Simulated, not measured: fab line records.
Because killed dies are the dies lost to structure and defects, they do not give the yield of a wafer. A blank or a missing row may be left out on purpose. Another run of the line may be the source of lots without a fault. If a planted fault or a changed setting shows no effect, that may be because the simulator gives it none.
Which tool was responsible? | flow gf180mcu | 14 lots, 42 wafers sampled, at 4 steps of a route of 602

WHAT THE GAUGES READ, wafer by wafer
GF_NSD_TW_MEAS_12. Usual: NSD_TW 4236, standard deviation 22.
lot  | measured     | on            | NSD_TW         | flag
L151 | day 14 03:49 | film_metro-01 | 4266 4262 4245 |
L154 | day 15 03:04 | film_metro-03 | 4226 4254 4254 |
L155 | day 15 12:19 | film_metro-02 | 4209 4262 4215 |
L156 | day 15 21:02 | film_metro-02 | 4260 4247 4257 |
L162 | day 17 18:16 | film_metro-01 | 4254 4270 4250 |
L164 | day 18 11:54 | film_metro-02 | 4261 4250 4237 |
L165 | day 18 18:26 | film_metro-02 | 4251 4234 4244 |
L166 | day 19 07:09 | film_metro-03 | 4228 4216 4217 |
L167 | day 19 15:08 | film_metro-03 | 4213 4226 4220 |
L168 | day 19 21:55 | film_metro-01 | 4287 4255 4238 |
L169 | day 20 08:27 | film_metro-02 | 4259 4250 4258 |
L170 | day 20 17:23 | film_metro-02 | 4231 4233 4244 |
L171 | day 20 23:24 | film_metro-01 | 4268 4252 4240 |
L172 | day 21 03:20 | film_metro-02 | 4229 4226 4235 |

GF_CONTACT_BOW_MEAS_05. Usual: CONTACT_BOW 66 um, standard deviation 6.6.
lot  | measured     | on            | CONTACT_BOW (um) | flag
L151 | day 16 00:02 | film_metro-01 | 54 61 63         |
L154 | day 17 01:32 | film_metro-04 | 69 71 61         |
L155 | day 17 10:14 | film_metro-01 | 77 65 59         |
L156 | day 17 21:41 | film_metro-01 | 64 61 74         |
L162 | day 19 20:19 | film_metro-01 | 58 65 78         |
L164 | day 20 13:44 | film_metro-03 | 57 73 65         |
L165 | day 20 21:37 | film_metro-01 | 56 61 72         |
L166 | day 21 09:20 | film_metro-03 | 64 74 69         |
L167 | day 21 17:14 | film_metro-01 | 59 69 79         |
L168 | day 22 00:45 | film_metro-01 | 68 66 67         |
L169 | day 22 10:59 | film_metro-03 | 70 61 69         |
L170 | day 22 18:31 | film_metro-03 | 59 67 67         |
L171 | day 23 00:59 | film_metro-01 | 57 62 63         |
L172 | day 23 05:29 | film_metro-03 | 74 64 66         |

EACH LOT AND THE TOOL THAT RAN IT (in order: tool; ch and the chambers of the sampled wafers; start)
lot  | GF_SALICIDE_RTA_06               | GF_CONTACT_CMP_04
L151 | rtp_anneal-01 ch 0, day 15 23:11 | cmp-01 ch 1,3, day 15 23:46
L154 | rtp_anneal-01 ch 0, day 17 00:41 | cmp-01 ch 0,3, day 17 01:14
L155 | rtp_anneal-01 ch 0, day 17 09:25 | cmp-01 ch 1,2,3, day 17 09:55
L156 | rtp_anneal-01 ch 0, day 17 20:50 | cmp-01 ch 1,2, day 17 21:21
L162 | rtp_anneal-02 ch 0, day 19 19:28 | cmp-01 ch 1,2,3, day 19 20:04
L164 | rtp_anneal-02 ch 0, day 20 12:55 | cmp-02 ch 0,3, day 20 13:29
L165 | rtp_anneal-01 ch 0, day 20 20:46 | cmp-01 ch 0,1,2, day 20 21:19
L166 | rtp_anneal-01 ch 0, day 21 08:31 | cmp-02 ch 0,2,3, day 21 09:02
L167 | rtp_anneal-01 ch 0, day 21 16:25 | cmp-02 ch 0,1,3, day 21 16:56
L168 | rtp_anneal-02 ch 0, day 21 23:55 | cmp-02 ch 0,1,2, day 22 00:32
L169 | rtp_anneal-01 ch 0, day 22 10:10 | cmp-01 ch 1,2, day 22 10:44
L170 | rtp_anneal-02 ch 0, day 22 17:29 | cmp-01 ch 0,1, day 22 18:08
L171 | rtp_anneal-01 ch 0, day 23 00:09 | cmp-02 ch 0,1,2, day 23 00:49
L172 | rtp_anneal-02 ch 0, day 23 04:40 | cmp-02 ch 0,1,2, day 23 05:11
- GF_SALICIDE_RTA_06: time 30 s.
- GF_CONTACT_CMP_04: polishes SiO2.

AS READ BY THE TOOLS THEMSELVES (means over the sampled wafers that have a number; for cases with no such wafer, the mark the record gives instead)
GF_SALICIDE_RTA_06. Usual: chamber_o2_ppm 2.003, standard deviation 0.022; lamp_power_pct 5.29 %, standard deviation 0.2; wafer_temp_C_max 532.0, standard deviation 0.74.
lot  | tool          | chamber_o2_ppm | lamp_power_pct (%) | wafer_temp_C_max | flag
L151 | rtp_anneal-01 | 1.983          | 5.50               | 531.4            |
L154 | rtp_anneal-01 | 1502.000       | 5.49               | 531.6            | OFF
L155 | rtp_anneal-01 | 1501.967       | 5.50               | 531.3            | OFF
L156 | rtp_anneal-01 | 1502.033       | 5.48               | 531.4            | OFF
L162 | rtp_anneal-02 | 2.001          | 5.09               | 532.5            |
L164 | rtp_anneal-02 | 1.985          | 5.09               | 532.6            |
L165 | rtp_anneal-01 | 2.001          | 5.49               | 531.5            |
L166 | rtp_anneal-01 | 2.002          | 5.49               | 531.4            |
L167 | rtp_anneal-01 | 2.003          | 5.49               | 531.1            |
L168 | rtp_anneal-02 | 1.996          | 5.08               | 532.3            |
L169 | rtp_anneal-01 | 1.974          | 5.49               | 531.3            |
L170 | rtp_anneal-02 | 2.027          | 5.09               | 533.3            |
L171 | rtp_anneal-01 | 1.983          | 5.50               | 531.2            |
L172 | rtp_anneal-02 | 2.012          | 5.09               | 532.5            |

GF_CONTACT_CMP_04. Usual: edge_zone_pressure_frac 1.000, standard deviation 0.0052; motor_current_A 11.6 A, standard deviation 1.3; slurry_flow_ml_min 150.0, standard deviation 0.47; time_to_endpoint_s 107 s, standard deviation 5.6.
lot  | tool   | edge_zone_pressure_frac | motor_current_A (A) | slurry_flow_ml_min | time_to_endpoint_s (s) | flag
L151 | cmp-01 | 0.999                   | 11.3                | 150.1              | 110                    |
L154 | cmp-01 | 1.001                   | 11.4                | 150.2              | 107                    |
L155 | cmp-01 | 1.000                   | 11.9                | 150.0              | 108                    |
L156 | cmp-01 | 0.997                   | 13.0                | 150.6              | 108                    |
L162 | cmp-01 | 0.999                   | 11.8                | 150.0              | 108                    |
L164 | cmp-02 | 0.994                   | 11.7                | 149.6              | 107                    |
L165 | cmp-01 | 1.001                   | 12.5                | 149.7              | 108                    |
L166 | cmp-02 | 1.004                   | 11.2                | 149.5              | 104                    |
L167 | cmp-02 | 0.996                   | 11.6                | 149.8              | 99                     |
L168 | cmp-02 | 0.998                   | 11.1                | 150.1              | 106                    |
L169 | cmp-01 | 1.004                   | 13.2                | 150.4              | 114                    |
L170 | cmp-01 | 1.002                   | 11.8                | 150.0              | 111                    |
L171 | cmp-02 | 0.998                   | 11.3                | 150.4              | 103                    |
L172 | cmp-02 | 1.001                   | 11.5                | 150.2              | 100                    |

THE ANSWER, worked out from the rows above alone
Rule: take the mean of a lot's wafers that have a number; if it is more than 3 standard deviations from the usual mean, the lot is off. A lot without any number at a reading at which 4 lots or more have one is off too. Where the step has rows for the other lots, those lots are counted as sound. After the gauges, taken in route order, come the tools' own readings; for these a lot's mean is taken, as printed above. The first step at which some lot is off is used, and at that step the reading that is off furthest; a lot without a number counts as furthest.
Off at GF_SALICIDE_RTA_06 (chamber_o2_ppm): L154, L155, L156.
A tool fits if, at that step or a process step before it, it ran every lot that is off, and no sound lot after the first of them. No candidate that was tried fits.

WHAT THE SIMULATOR HAD INSERTED
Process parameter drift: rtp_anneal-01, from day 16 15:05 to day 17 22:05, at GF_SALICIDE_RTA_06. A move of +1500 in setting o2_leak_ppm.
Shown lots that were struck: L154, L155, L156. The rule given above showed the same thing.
